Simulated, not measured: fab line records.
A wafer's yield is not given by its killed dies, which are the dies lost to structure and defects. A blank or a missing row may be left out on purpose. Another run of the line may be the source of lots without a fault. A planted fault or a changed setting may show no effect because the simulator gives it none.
fab line records	flow sky130
record lots=24	wafers=72	last-day=50
route steps=708 shown METAL1@450 VIA1@461 VIA2@508 VIA3@586
lots that met no fault: from a run of the same line without faults
start-h: hours from the record's opening day to when the first of the lot's shown wafers began	wait-h: how many hours have passed since the lot's step before this one	" repeats the value in the row above	L1.1+2: a single row standing in for several wafers	- no value present, or no start provided	* or withheld: withheld	< > ~ a bound
route shown NAME@n: a module of which the file shows steps, and the number in the route of the first	usual: mean/standard deviation of fault-free wafers	same: alike in all rows	chamber/n: place in a boat	sites: readings site by site	_std_site: standard deviation of those values	_edge_site: outer sites' mean less inner sites'	radius-mm: for every site, how far away it sits from the centre of the wafer	mask NAME#n: copy n	behind: the last tool/chamber to shape the wafer	hold: why the lot went on hold/how many hours it stayed there/how the hold came to an end	device: transistor that didn't switch, given as n, p or np	end of line: tests run on the same wafers once the route is complete	a step given without rows: its recipe and nothing more	killed: at the first sort, the dies lost to defects and structure; wafer yield is something else	map: dies across one wafer; x = killed, . = not, _ = none there
set.NAME: the run value of the setting; set.NAME@STEP: its run value at that earlier step	model.NAME: the simulator's own value behind a step, which no gauge read
the route's steps for a sample of lots (tables are steps, rows are wafers)
services: the hour from which a tool's chamber was out of use, counted from the record's first day as start-h (under 0 if before that day), plus the number of hours and why
## steps
# step SKY_METAL1_OVL_MEAS_16
# usual METAL1_OVL=4/5.6
lot.wafer	tool	chamber	start-h	wait-h	METAL1_OVL[nm]
L074.1	overlay-02	-	781.18	0.1	3
L074.4	"	-	"	"	1
L074.6	"	-	"	"	3
L076.1	overlay-02	-	789.53	0.1	-4
L076.2	"	-	"	"	-9
L076.6	"	-	"	"	-5
L075.2	overlay-02	-	795.11	0.1	5
L075.4	"	-	"	"	9
L075.5	"	-	"	"	4
L077.3	overlay-01	-	800.31	0.1	3
L077.4	"	-	"	"	5
L077.5	"	-	"	"	5
L078.3	overlay-01	-	808.71	0.1	-4
L078.5	"	-	"	"	2
L078.6	"	-	"	"	4
L079.1	overlay-01	-	810.78	0.1	5
L079.3	"	-	"	"	7
L079.5	"	-	"	"	6
L080.2	overlay-01	-	815.64	0.1	-4
L080.3	"	-	"	"	1
L080.4	"	-	"	"	4
L081.1	overlay-02	-	830.80	0.1	9
L081.3	"	-	"	"	11
L081.5	"	-	"	"	8
L083.1	overlay-02	-	838.45	0.1	5
L083.2	"	-	"	"	1
L083.3	"	-	"	"	6
L082.1	overlay-02	-	840.55	0.1	12
L082.2	"	-	"	"	6
L082.5	"	-	"	"	4
L084.1	overlay-02	-	847.40	0.1	-12
L084.3	"	-	"	"	-8
L084.6	"	-	"	"	-5
L085.2	overlay-02	-	849.94	0.1	4
L085.5	"	-	"	"	8
L085.6	"	-	"	"	1
L086.4	overlay-01	-	867.20	0.1	8
L086.5	"	-	"	"	9
L086.6	"	-	"	"	9
L087.1	overlay-01	-	878.05	0.1	12
L087.2	"	-	"	"	8
L087.6	"	-	"	"	12
L088.2	overlay-02	-	884.46	0.1	-6
L088.4	"	-	"	"	-11
L088.5	"	-	"	"	-6
L089.3	overlay-01	-	889.71	0.1	6
L089.4	"	-	"	"	5
L089.5	"	-	"	"	6
L090.1	overlay-01	-	890.05	0.1	8
L090.4	"	-	"	"	12
L090.6	"	-	"	"	7
L091.3	overlay-02	-	900.54	0.1	3
L091.5	"	-	"	"	0
L091.6	"	-	"	"	4
L092.1	overlay-01	-	910.95	0.1	2
L092.3	"	-	"	"	3
L092.5	"	-	"	"	5
L093.2	overlay-01	-	921.11	0.1	14
L093.3	"	-	"	"	4
L093.5	"	-	"	"	3
L094.2	overlay-01	-	926.36	0.1	6
L094.4	"	-	"	"	5
L094.6	"	-	"	"	4
L095.1	overlay-02	-	930.00	0.1	8
L095.2	"	-	"	"	5
L095.4	"	-	"	"	8
L096.1	overlay-02	-	934.45	0.1	4
L096.2	"	-	"	"	2
L096.4	"	-	"	"	6
L097.2	overlay-02	-	935.69	0.1	9
L097.3	"	-	"	"	5
L097.5	"	-	"	"	0
# step SKY_VIA1_BOW_MEAS_03
# recipe mode=bow
# usual VIA1_BOW=79/7.4
lot.wafer	tool	chamber	start-h	wait-h	VIA1_BOW[um]
L074.1	film-metro-03	-	782.47	0.1	85
L074.4	"	-	"	"	79
L074.6	"	-	"	"	90
L076.1	film-metro-02	-	790.82	0.2	88
L076.2	"	-	"	"	83
L076.6	"	-	"	"	90
L075.2	film-metro-02	-	796.41	0.3	84
L075.4	"	-	"	"	76
L075.5	"	-	"	"	80
L077.3	film-metro-03	-	801.66	0.2	70
L077.4	"	-	"	"	78
L077.5	"	-	"	"	66
L078.3	film-metro-01	-	810.04	0.3	77
L078.5	"	-	"	"	84
L078.6	"	-	"	"	78
L079.1	film-metro-01	-	812.08	0.1	80
L079.3	"	-	"	"	82
L079.5	"	-	"	"	92
L080.2	film-metro-02	-	817.15	0.2	74
L080.3	"	-	"	"	64
L080.4	"	-	"	"	86
L081.1	film-metro-01	-	832.12	0.2	77
L081.3	"	-	"	"	72
L081.5	"	-	"	"	74
L083.1	film-metro-03	-	839.73	0.1	72
L083.2	"	-	"	"	81
L083.3	"	-	"	"	71
L082.1	film-metro-02	-	841.84	0.1	83
L082.2	"	-	"	"	82
L082.5	"	-	"	"	77
L084.1	film-metro-02	-	848.77	0.1	93
L084.3	"	-	"	"	79
L084.6	"	-	"	"	88
L085.2	film-metro-02	-	851.24	0.2	70
L085.5	"	-	"	"	73
L085.6	"	-	"	"	71
L086.4	film-metro-03	-	868.59	0.2	74
L086.5	"	-	"	"	77
L086.6	"	-	"	"	82
L087.1	film-metro-02	-	879.34	0.2	86
L087.2	"	-	"	"	76
L087.6	"	-	"	"	81
L088.2	film-metro-03	-	885.77	0.3	79
L088.4	"	-	"	"	73
L088.5	"	-	"	"	91
L089.3	film-metro-02	-	891.03	0.2	82
L089.4	"	-	"	"	78
L089.5	"	-	"	"	83
L090.1	film-metro-01	-	891.37	0.2	73
L090.4	"	-	"	"	77
L090.6	"	-	"	"	68
L091.3	film-metro-02	-	901.89	0.2	74
L091.5	"	-	"	"	86
L091.6	"	-	"	"	85
L092.1	film-metro-01	-	912.42	0.2	78
L092.3	"	-	"	"	76
L092.5	"	-	"	"	73
L093.2	film-metro-03	-	922.47	0.3	83
L093.3	"	-	"	"	78
L093.5	"	-	"	"	75
L094.2	film-metro-03	-	927.69	0.1	88
L094.4	"	-	"	"	76
L094.6	"	-	"	"	74
L095.1	film-metro-02	-	931.29	0.2	70
L095.2	"	-	"	"	75
L095.4	"	-	"	"	80
L096.1	film-metro-02	-	935.74	0.2	84
L096.2	"	-	"	"	82
L096.4	"	-	"	"	70
L097.2	film-metro-02	-	937.00	0.2	89
L097.3	"	-	"	"	99
L097.5	"	-	"	"	90
# step SKY_VIA1_ETCH_15
# recipe target=SiO2	chemistry=C4F8/O2/Ar	target-depth-nm=351	stop-on=TiN	mask-material=KrF-thick	source-w=1500	bias-w=1200	pressure-mtorr=40	c4f8-flow-sccm=withheld	O2_flow_sccm=6	Ar_flow_sccm=300	time-s=54
# usual bias-w=1200/3.6	oes-product-au=0.979/0.006
lot.wafer	tool	chamber	start-h	wait-h	bias-w	oes-product-au	rf-hours-counter-h
L074.1	rie-diel-02	1	809.63	0.0	1202	0.986	19
L074.4	"	2	"	"	1213	0.963	13
L074.6	"	2	"	"	1209	0.980	-
L076.1	rie-diel-03	0	817.13	0.0	1207	0.977	7
L076.2	"	1	"	"	1195	0.970	13
L076.6	"	0	"	"	1203	0.980	-
L075.2	rie-diel-01	2	822.88	0.0	1201	0.978	4
L075.4	"	3	"	"	1201	0.985	-
L075.5	"	2	"	"	1194	0.967	-
L077.3	rie-diel-03	3	827.55	0.0	1200	0.973	7
L077.4	"	0	"	"	1199	0.986	-
L077.5	"	1	"	"	1194	0.985	-
L078.3	rie-diel-03	3	836.25	0.0	1202	0.982	7
L078.5	"	1	"	"	1200	0.992	-
L078.6	"	0	"	"	1198	0.986	-
L079.1	rie-diel-01	2	837.88	0.0	1204	0.978	5
L079.3	"	3	"	"	1203	0.990	9
L079.5	"	3	"	"	1201	0.970	-
L080.2	rie-diel-03	0	843.46	0.0	1198	0.977	8
L080.3	"	3	"	"	1201	0.980	7
L080.4	"	0	"	"	1199	0.986	-
L081.1	rie-diel-03	2	858.13	0.0	1199	0.974	0
L081.3	"	1	"	"	1203	0.988	15
L081.5	"	3	"	"	1196	0.979	-
L083.1	rie-diel-03	1	866.61	0.0	1200	0.990	15
L083.2	"	0	"	"	1199	0.986	9
L083.3	"	3	"	"	1206	0.988	8
L082.1	rie-diel-01	2	868.21	0.0	1200	0.980	6
L082.2	"	0	"	"	1201	0.985	12
L082.5	"	1	"	"	1201	0.964	-
L084.1	rie-diel-01	0	875.21	0.0	1203	0.972	12
L084.3	"	2	"	"	1205	0.970	6
L084.6	"	1	"	"	1199	0.976	-
L085.2	rie-diel-01	3	877.18	0.0	1201	0.979	10
L085.5	"	0	"	"	1201	0.986	-
L085.6	"	1	"	"	1196	0.981	-
L086.4	rie-diel-01	2	894.55	0.0	1199	0.982	6
L086.5	"	0	"	"	1204	0.987	-
L086.6	"	1	"	"	1193	0.975	-
L087.1	rie-diel-03	1	905.23	0.0	1200	0.978	16
L087.2	"	3	"	"	1198	0.980	9
L087.6	"	3	"	"	1198	0.988	-
L088.2	rie-diel-01	3	911.38	0.0	1198	0.981	12
L088.4	"	0	"	"	1205	0.977	-
L088.5	"	2	"	"	1205	0.976	-
L089.3	rie-diel-01	3	916.23	0.0	1194	0.979	12
L089.4	"	0	"	"	1199	0.973	14
L089.5	"	0	"	"	1202	0.977	-
L090.1	rie-diel-01	1	916.95	0.0	1196	0.971	10
L090.4	"	0	"	"	1207	0.984	14
L090.6	"	3	"	"	1195	0.970	-
L091.3	rie-diel-01	2	927.78	0.0	1199	0.975	7
L091.5	"	3	"	"	1199	0.977	-
L091.6	"	0	"	"	1202	0.986	-
L092.1	rie-diel-02	1	937.66	0.0	1206	0.980	23
L092.3	"	2	"	"	1197	0.980	17
L092.5	"	3	"	"	1196	0.976	-
L093.2	rie-diel-02	3	947.56	0.0	1198	0.985	21
L093.3	"	1	"	"	1204	0.981	23
L093.5	"	1	"	"	1196	0.978	-
L094.2	rie-diel-03	1	953.05	0.0	1196	0.973	17
L094.4	"	0	"	"	1189	0.984	12
L094.6	"	2	"	"	1200	0.974	-
L095.1	rie-diel-01	0	955.55	0.0	1196	0.972	15
L095.2	"	2	"	"	1205	0.979	8
L095.4	"	3	"	"	1200	0.970	13
L096.1	rie-diel-03	1	960.23	0.0	1205	0.978	18
L096.2	"	2	"	"	1200	0.986	3
L096.4	"	3	"	"	1203	0.983	11
L097.2	rie-diel-01	3	961.65	0.0	1201	0.978	13
L097.3	"	1	"	"	1196	0.984	11
L097.5	"	1	"	"	1195	0.976	-
# step SKY_VIA2_THK_MEAS_01
# recipe reads=SiO2_of_VIA2_HDPCVD_00
# usual VIA2_HDPCVD_THK=1178/13
lot.wafer	tool	chamber	start-h	wait-h	VIA2_HDPCVD_THK[nm]
L074.1	film-metro-02	-	838.67	0.1	1181
L074.4	"	-	"	"	1171
L074.6	"	-	"	"	1169
L076.1	film-metro-01	-	846.54	0.1	1163
L076.2	"	-	"	"	1172
L076.6	"	-	"	"	1172
L075.2	film-metro-02	-	851.57	0.1	1166
L075.4	"	-	"	"	1145
L075.5	"	-	"	"	1174
L077.3	film-metro-01	-	855.47	0.1	1181
L077.4	"	-	"	"	1185
L077.5	"	-	"	"	1189
L078.3	film-metro-04	-	864.44	0.1	1192
L078.5	"	-	"	"	1176
L078.6	"	-	"	"	1175
L079.1	film-metro-02	-	867.12	0.1	1190
L079.3	"	-	"	"	1196
L079.5	"	-	"	"	1175
L080.2	film-metro-04	-	871.98	0.1	1177
L080.3	"	-	"	"	1175
L080.4	"	-	"	"	1177
L081.1	film-metro-01	-	887.29	0.1	1183
L081.3	"	-	"	"	1182
L081.5	"	-	"	"	1180
L083.1	film-metro-01	-	895.43	0.1	1164
L083.2	"	-	"	"	1167
L083.3	"	-	"	"	1179
L082.1	film-metro-04	-	896.31	0.1	1173
L082.2	"	-	"	"	1172
L082.5	"	-	"	"	1154
L084.1	film-metro-02	-	903.47	0.1	1180
L084.3	"	-	"	"	1159
L084.6	"	-	"	"	1170
L085.2	film-metro-04	-	905.07	0.1	1153
L085.5	"	-	"	"	1157
L085.6	"	-	"	"	1172
L086.4	film-metro-01	-	922.95	0.0	1199
L086.5	"	-	"	"	1185
L086.6	"	-	"	"	1177
L087.1	film-metro-04	-	933.26	0.1	1199
L087.2	"	-	"	"	1205
L087.6	"	-	"	"	1197
L088.2	film-metro-02	-	939.60	0.1	1183
L088.4	"	-	"	"	1166
L088.5	"	-	"	"	1182
L089.3	film-metro-02	-	943.61	0.1	1162
L089.4	"	-	"	"	1179
L089.5	"	-	"	"	1162
L090.1	film-metro-04	-	944.69	0.1	1183
L090.4	"	-	"	"	1193
L090.6	"	-	"	"	1210
L091.3	film-metro-04	-	955.36	0.1	1173
L091.5	"	-	"	"	1183
L091.6	"	-	"	"	1184
L092.1	film-metro-04	-	964.45	0.1	1169
L092.3	"	-	"	"	1168
L092.5	"	-	"	"	1168
L093.2	film-metro-01	-	974.50	0.1	1178
L093.3	"	-	"	"	1192
L093.5	"	-	"	"	1189
L094.2	film-metro-01	-	979.71	0.1	1175
L094.4	"	-	"	"	1174
L094.6	"	-	"	"	1174
L095.1	film-metro-02	-	981.88	0.1	1179
L095.2	"	-	"	"	1186
L095.4	"	-	"	"	1175
L096.1	film-metro-01	-	986.89	0.1	1190
L096.2	"	-	"	"	1203
L096.4	"	-	"	"	1208
L097.2	film-metro-04	-	988.35	0.1	1167
L097.3	"	-	"	"	1171
L097.5	"	-	"	"	1164
# step SKY_VIA3_OVL_MEAS_13
# usual VIA3_OVL=-3/5.4
lot.wafer	tool	chamber	start-h	wait-h	VIA3_OVL[nm]
L074.1	overlay-02	-	945.00	0.1	-1
L074.4	"	-	"	"	-6
L074.6	"	-	"	"	-7
L076.1	overlay-01	-	953.92	0.1	-11
L076.2	"	-	"	"	0
L076.6	"	-	"	"	-8
L075.2	overlay-02	-	957.51	0.1	2
L075.4	"	-	"	"	-3
L075.5	"	-	"	"	2
L077.3	overlay-02	-	961.56	0.1	-6
L077.4	"	-	"	"	0
L077.5	"	-	"	"	-7
L078.3	overlay-01	-	968.46	0.1	-10
L078.5	"	-	"	"	-10
L078.6	"	-	"	"	-10
L079.1	overlay-01	-	972.60	0.1	-3
L079.3	"	-	"	"	-2
L079.5	"	-	"	"	9
L080.2	overlay-02	-	976.31	0.1	-5
L080.3	"	-	"	"	-2
L080.4	"	-	"	"	-5
L081.1	overlay-02	-	990.05	0.1	-10
L081.3	"	-	"	"	-11
L081.5	"	-	"	"	-15
L083.1	overlay-01	-	996.37	0.1	-2
L083.2	"	-	"	"	-2
L083.3	"	-	"	"	-1
L082.1	overlay-02	-	998.45	0.1	-7
L082.2	"	-	"	"	-5
L082.5	"	-	"	"	-1
L084.1	overlay-01	-	1005.32	0.1	-3
L084.3	"	-	"	"	-3
L084.6	"	-	"	"	-4
L085.2	overlay-01	-	1007.21	0.1	-4
L085.5	"	-	"	"	0
L085.6	"	-	"	"	-5
L086.4	overlay-02	-	1022.52	0.1	-14
L086.5	"	-	"	"	-11
L086.6	"	-	"	"	-6
L087.1	overlay-02	-	1032.27	0.1	-12
L087.2	"	-	"	"	-11
L087.6	"	-	"	"	-7
L088.2	overlay-02	-	1038.51	0.1	10
L088.4	"	-	"	"	3
L088.5	"	-	"	"	4
L089.3	overlay-02	-	1040.71	0.1	5
L089.4	"	-	"	"	5
L089.5	"	-	"	"	4
L090.1	overlay-02	-	1042.37	0.1	1
L090.4	"	-	"	"	-6
L090.6	"	-	"	"	-1
L091.3	overlay-02	-	1053.33	0.1	-9
L091.5	"	-	"	"	-8
L091.6	"	-	"	"	-6
L092.1	overlay-02	-	1060.32	0.1	1
L092.3	"	-	"	"	-3
L092.5	"	-	"	"	-5
L093.2	overlay-02	-	1068.95	0.1	8
L093.3	"	-	"	"	8
L093.5	"	-	"	"	3
L094.2	overlay-01	-	1072.11	0.1	-8
L094.4	"	-	"	"	-11
L094.6	"	-	"	"	-7
L095.1	overlay-01	-	1077.10	0.1	-5
L095.2	"	-	"	"	-11
L095.4	"	-	"	"	-15
L096.1	overlay-01	-	1081.17	0.1	-1
L096.2	"	-	"	"	-4
L096.4	"	-	"	"	-7
L097.2	overlay-01	-	1081.88	0.1	3
L097.3	"	-	"	"	2
L097.5	"	-	"	"	4
# step SKY_VIA3_CMP_24
# recipe stop-on=SiO2	t-overpolish-s=20	down-force-psi=3.5	platen-rpm=60	target-thk-nm=0	pad-velocity-m-s=0.94248
# usual motor-current-A=10.8/1.6	overpolish-run-s=20.000/0.0097	time-to-endpoint-s=94/3.3
lot.wafer	tool	chamber	start-h	wait-h	motor-current-A	overpolish-run-s	time-to-endpoint-s
L074.4	cmp-01	3	946.19	0.0	9.2	19.995	97
L074.1	"	0	"	"	11.5	19.986	98
L074.6	"	3	"	"	8.8	20.004	95
L076.2	cmp-02	2	955.11	0.1	9.2	19.975	88
L076.1	"	0	"	"	12.6	19.980	90
L076.6	"	1	"	"	13.4	20.008	90
L075.2	cmp-02	0	958.63	0.0	12.5	19.994	88
L075.4	"	3	"	"	9.8	20.013	92
L075.5	"	1	"	"	13.6	20.017	91
L077.4	cmp-01	1	962.74	0.1	10.8	20.003	90
L077.3	"	2	"	"	9.1	19.994	96
L077.5	"	3	"	"	8.9	20.006	96
L078.3	cmp-02	3	969.71	0.2	9.6	19.995	96
L078.6	"	0	"	"	12.8	20.010	91
L078.5	"	1	"	"	13.7	19.987	92
L079.1	cmp-01	3	973.80	0.1	8.8	19.997	94
L079.3	"	0	"	"	12.0	19.986	94
L079.5	"	2	"	"	8.8	19.990	93
L080.4	cmp-01	2	977.51	0.1	9.3	19.987	98
L080.3	"	3	"	"	8.8	20.010	100
L080.2	"	0	"	"	11.3	19.985	101
L081.3	cmp-02	2	991.16	0.0	10.3	20.000	91
L081.1	"	3	"	"	9.2	20.006	99
L081.5	"	2	"	"	10.0	19.993	96
L083.1	cmp-01	1	997.47	0.1	10.5	19.982	97
L083.3	"	2	"	"	9.0	19.985	98
L083.2	"	3	"	"	8.4	20.005	93
L082.2	cmp-02	3	999.63	0.1	9.1	19.995	96
L082.1	"	0	"	"	12.4	20.003	92
L082.5	"	3	"	"	9.5	20.007	97
L084.1	cmp-01	0	1006.47	0.1	11.9	19.999	97
L084.3	"	1	"	"	10.0	20.007	97
L084.6	"	0	"	"	11.6	19.992	96
L085.2	cmp-02	2	1008.76	0.3	10.1	19.994	92
L085.6	"	1	"	"	13.6	20.002	88
L085.5	"	2	"	"	10.2	19.996	88
L086.4	cmp-02	3	1023.60	0.0	9.7	19.987	98
L086.6	"	3	"	"	9.6	20.008	95
L086.5	"	0	"	"	13.2	19.999	92
L087.1	cmp-01	3	1033.45	0.1	8.8	20.000	95
L087.2	"	0	"	"	11.2	19.997	93
L087.6	"	3	"	"	8.6	20.011	94
L088.2	cmp-02	2	1039.72	0.2	9.5	20.000	94
L088.4	"	3	"	"	9.6	19.999	98
L088.5	"	0	"	"	12.9	20.000	97
L089.4	cmp-02	2	1041.94	0.1	10.1	19.979	90
L089.3	"	3	"	"	9.0	19.998	96
L089.5	"	0	"	"	13.1	20.011	90
L090.4	cmp-02	3	1043.60	0.1	9.1	19.980	94
L090.1	"	0	"	"	12.5	20.007	89
L090.6	"	1	"	"	13.5	20.006	95
L091.3	cmp-01	2	1055.93	0.2	8.9	19.996	93
L091.6	"	3	"	"	9.2	19.998	96
L091.5	"	0	"	"	11.4	20.012	96
L092.3	cmp-01	0	1061.72	0.3	11.5	20.007	96
L092.1	"	2	"	"	9.2	20.000	94
L092.5	"	0	"	"	11.1	19.991	99
L093.3	cmp-01	1	1070.41	0.3	10.4	20.022	93
L093.2	"	2	"	"	9.4	20.000	94
L093.5	"	2	"	"	9.2	20.001	101
L094.4	cmp-01	0	1073.21	0.0	11.5	19.980	98
L094.2	"	3	"	"	9.8	19.990	93
L094.6	"	0	"	"	11.6	20.005	96
L095.4	cmp-02	1	1078.20	0.0	12.7	20.007	91
L095.2	"	2	"	"	10.1	20.000	89
L095.1	"	0	"	"	12.6	20.004	92
L096.4	cmp-01	0	1082.35	0.1	11.9	19.990	98
L096.2	"	1	"	"	10.8	19.994	96
L096.1	"	2	"	"	9.0	20.001	97
L097.3	cmp-02	3	1083.13	0.1	9.6	20.002	94
L097.2	"	0	"	"	13.1	19.994	90
L097.5	"	1	"	"	13.6	19.989	90
## services
tool	chamber	start-h	hours	kind
cmp-02	-	793.63	0.2	repair
rie-diel-03	2	805.15	6.9	repair
cmp-02	-	811.31	5.6	pm
rie-diel-01	0	818.13	4.7	repair
rie-diel-01	0	843.58	3.4	repair
rie-diel-01	1	853.21	4.7	repair
cmp-01	-	855.89	5.8	pm
cmp-01	-	881.53	0.9	repair
rie-diel-03	-	890.75	4.0	pm
rie-diel-01	1	905.83	6.2	repair
rie-diel-03	-	907.36	2.8	pm
cmp-01	-	912.11	4.0	pm
rie-diel-03	-	916.64	0.3	repair
rie-diel-01	3	928.80	8.2	repair
rie-diel-03	1	953.66	2.6	repair
cmp-01	-	960.70	1.1	repair
rie-diel-03	1	977.87	9.7	repair
rie-diel-03	3	991.82	18.7	repair
rie-diel-01	1	1009.39	1.5	repair
rie-diel-03	-	1018.89	0.9	repair
cmp-01	-	1026.96	2.3	repair
rie-diel-01	1	1028.38	5.7	repair
cmp-02	-	1029.72	4.0	repair
cmp-02	-	1059.26	16.1	pm
## key
fault none
